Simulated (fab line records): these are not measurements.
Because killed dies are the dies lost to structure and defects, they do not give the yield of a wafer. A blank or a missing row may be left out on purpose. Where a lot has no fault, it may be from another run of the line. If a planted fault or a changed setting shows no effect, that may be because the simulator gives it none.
Struck lot and sound lot, side by side ; flow sky130 ; 16 steps out of a route of 708
Sound: these wafers, L877.1, L877.2, L877.3. The struck wafers were L884.2, L884.5, L884.6. At the end, the cause is stated.
Order at every step that has rows: each side's tool, ch and its chambers, its first start. Under that, the readings that differ: sound wafers ; struck wafers ; difference of the means ; sigmas: that difference in standard deviations of wafers without a fault.
alike: readings with means less than 2 such deviations apart, plus words and numbers identical on both sides. not compared: withheld readings, readings lacking a value on some wafer, bounds such as >300 that could conceal the same value, and numbers that have no deviation in the record and whose values overlap.
The two part at a step that has a row with sigmas, a row that says differs or no value, or rows on one side only. Numbers that don't overlap but have no deviation are shown without sigmas and don't part them. A reading missing from all wafers of one side parts the sides only when that side holds two or more wafers.

first, 2 steps without rows for these wafers: SKY_NWELL_IMPLANT_12; SKY_NWELL_IMPLANT_13.
SKY_NWELL_STRIP_14: strips in O2/N2.
  sound on plasmaAsher-01 ch 0,1, day 5 19:48; struck on plasmaAsher-01 ch 0,1, day 7 10:18
reading;sound;struck;difference;sigmas
oesProductAu (a.u.);0.729 0.726 0.728;0.712 0.717 0.718;-0.012;-2
  alike: drypumpMotorCurrentA, o2FlowSccm, stripTimeToEndpointS
  not compared: rfHoursCounterH
SKY_NWELL_TW_MEAS_15:
  sound: filmMetro-03 at day 5 19:54; struck: filmMetro-03 at day 7 10:25
  alike: NWELL_TW
then, 7 steps without rows for these wafers: SKY_NWELL_DEHYDRATE_16 (time 60 s); SKY_NWELL_HMDS_17 (prime time 60 s); SKY_NWELL_COAT_18 (resist thk 3000 nm); SKY_NWELL_SOFTBAKE_19; SKY_NWELL_EXPOSE_20 (exposes mask NWM COMPLEMENT, target cd 840 nm); SKY_NWELL_PEB_21; SKY_NWELL_DEVELOP_22 (develop time 60 s).
SKY_NWELL_OVL_MEAS_23:
  sound: overlay-01 at day 6 15:46; struck: overlay-01 at day 8 08:16
  alike: NWELL_01_OVL
SKY_NWELL_IMPLANT_24:
  sound on implanter-03 ch 0, day 6 15:48; struck on implanter-03 ch 0, day 8 08:20
reading;sound;struck;difference;sigmas
doseIonsCm2;9.186e+12 9.204e+12 9.195e+12;4.5644e+13 4.5643e+13 4.5639e+13;+3.6447e+13;+99 or more
faradayCurrentUA;52.8 51.8 53.1;260.8 255.2 253.8;+204.0;+99 or more
SKY_NWELL_STRIP_25: strips in O2/N2.
  sound on plasmaAsher-01 ch 0,1, day 6 15:57; struck on plasmaAsher-01 ch 0,1, day 8 08:27
  alike: drypumpMotorCurrentA, o2FlowSccm, oesProductAu, stripTimeToEndpointS
  not compared: rfHoursCounterH
SKY_NWELL_TW_MEAS_26:
  sound: filmMetro-01 at day 6 16:03; struck: filmMetro-02 at day 8 08:47
reading;sound;struck;difference;sigmas
NWELL_2_TW;491 491 490;823 825 820;+332;+52
  not compared: hold
next, for these wafers, 1 step has no rows: SKY_PAD_OPEN_PROBE_99.

## WHERE THEY PART
First at SKY_NWELL_STRIP_14; last, within this record, at SKY_NWELL_TW_MEAS_26.

WHY: whatever the simulator had introduced
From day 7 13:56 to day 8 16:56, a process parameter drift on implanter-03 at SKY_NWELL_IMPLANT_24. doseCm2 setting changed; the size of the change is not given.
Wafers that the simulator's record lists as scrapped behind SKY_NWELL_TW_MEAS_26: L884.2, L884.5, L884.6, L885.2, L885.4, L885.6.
